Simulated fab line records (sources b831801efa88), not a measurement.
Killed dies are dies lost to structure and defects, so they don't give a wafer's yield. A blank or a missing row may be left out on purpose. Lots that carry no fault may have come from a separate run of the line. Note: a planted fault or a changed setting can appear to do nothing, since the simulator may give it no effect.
Commonality check across tools | flow gf180mcu | Lots sampled 12, wafers sampled 36

## WHY THIS WAS OPENED
At GF_MVSD_TW_MEAS_11 the reading MVSD_TW is flagged on 2 of 12 lots. No-fault wafers: 1587, standard deviation 17.
Rule: flag the lot when none of its wafers has a number, or when each of its wafers that has one lies beyond 4 standard deviations from that mean. All remaining lots are regarded as sound.

lot  | measured    | on           | MVSD_TW, wafer by wafer | flag
L610 | day 4 16:58 | filmMetro-03 | 1563 1576 1568          | 
L611 | day 4 20:53 | filmMetro-01 | 1602 1594 1616          | 
L612 | day 5 04:51 | filmMetro-02 | 1564 1564 1567          | 
L616 | day 6 00:54 | filmMetro-01 | 1600 1597 1602          | 
L618 | day 6 16:43 | filmMetro-01 | 1971 1963 1970          | FLAGGED
L621 | day 7 07:12 | filmMetro-02 | 1913 1913 1911          | FLAGGED
L625 | day 8 12:28 | filmMetro-02 | 1573 1559 1562          | 
L626 | day 8 22:24 | filmMetro-01 | 1601 1602 1602          | 
L627 | day 9 00:58 | filmMetro-02 | 1572 1571 1586          | 
L628 | day 9 06:46 | filmMetro-01 | 1610 1604 1605          | 
L630 | day 9 18:59 | filmMetro-02 | 1574 1588 1579          | 
L631 | day 9 20:17 | filmMetro-02 | 1566 1571 1571          | 
The mean of the flagged lots' numbers is 1940, +353 from the usual (+21 standard deviations).

## WHICH TOOL RAN EACH LOT
The record holds 1 process step before the reading, out of a route of 602 steps. Read each cell as the tool, then ch plus the chambers that the sampled wafers visited, then the start.
lot  | flag    | GF_MVSD_IMPLANT_08
L610 |         | implanter-02 ch 0, day 4 16:35
L611 |         | implanter-04 ch 0, day 4 20:29
L612 |         | implanter-03 ch 0, day 5 04:27
L616 |         | implanter-04 ch 0, day 6 00:30
L618 | FLAGGED | implanter-02 ch 0, day 6 16:01
L621 | FLAGGED | implanter-03 ch 0, day 7 06:25
L625 |         | implanter-03 ch 0, day 8 12:05
L626 |         | implanter-04 ch 0, day 8 22:00
L627 |         | implanter-04 ch 0, day 9 00:36
L628 |         | implanter-04 ch 0, day 9 06:23
L630 |         | implanter-03 ch 0, day 9 18:35
L631 |         | implanter-03 ch 0, day 9 19:53
What these steps do:
- GF_MVSD_IMPLANT_08
- GF_MVSD_TW_MEAS_11

## FLAGGED OVER TOTAL, TOOL BY TOOL (the gauges that took the reading come last)
step               | tool         | lots run | flagged | share of the flagged lots | sound lots run after its first flagged lot
GF_MVSD_IMPLANT_08 | implanter-02 | 2        | 1       | some                      | 0
GF_MVSD_IMPLANT_08 | implanter-03 | 5        | 1       | some                      | 3 (L625,L630,L631)
GF_MVSD_IMPLANT_08 | implanter-04 | 5        | 0       | none                      | -
GF_MVSD_TW_MEAS_11 | filmMetro-01 | 5        | 1       | some                      | 2 (L626,L628)
GF_MVSD_TW_MEAS_11 | filmMetro-02 | 6        | 1       | some                      | 4 (L625,L627,L630,L631)
GF_MVSD_TW_MEAS_11 | filmMetro-03 | 1        | 0       | none                      | -

## WHAT IS ALLOWED BY THE TABLE
No row of the table ran every flagged lot.

## WHAT WAS PUT IN BY THE SIMULATOR
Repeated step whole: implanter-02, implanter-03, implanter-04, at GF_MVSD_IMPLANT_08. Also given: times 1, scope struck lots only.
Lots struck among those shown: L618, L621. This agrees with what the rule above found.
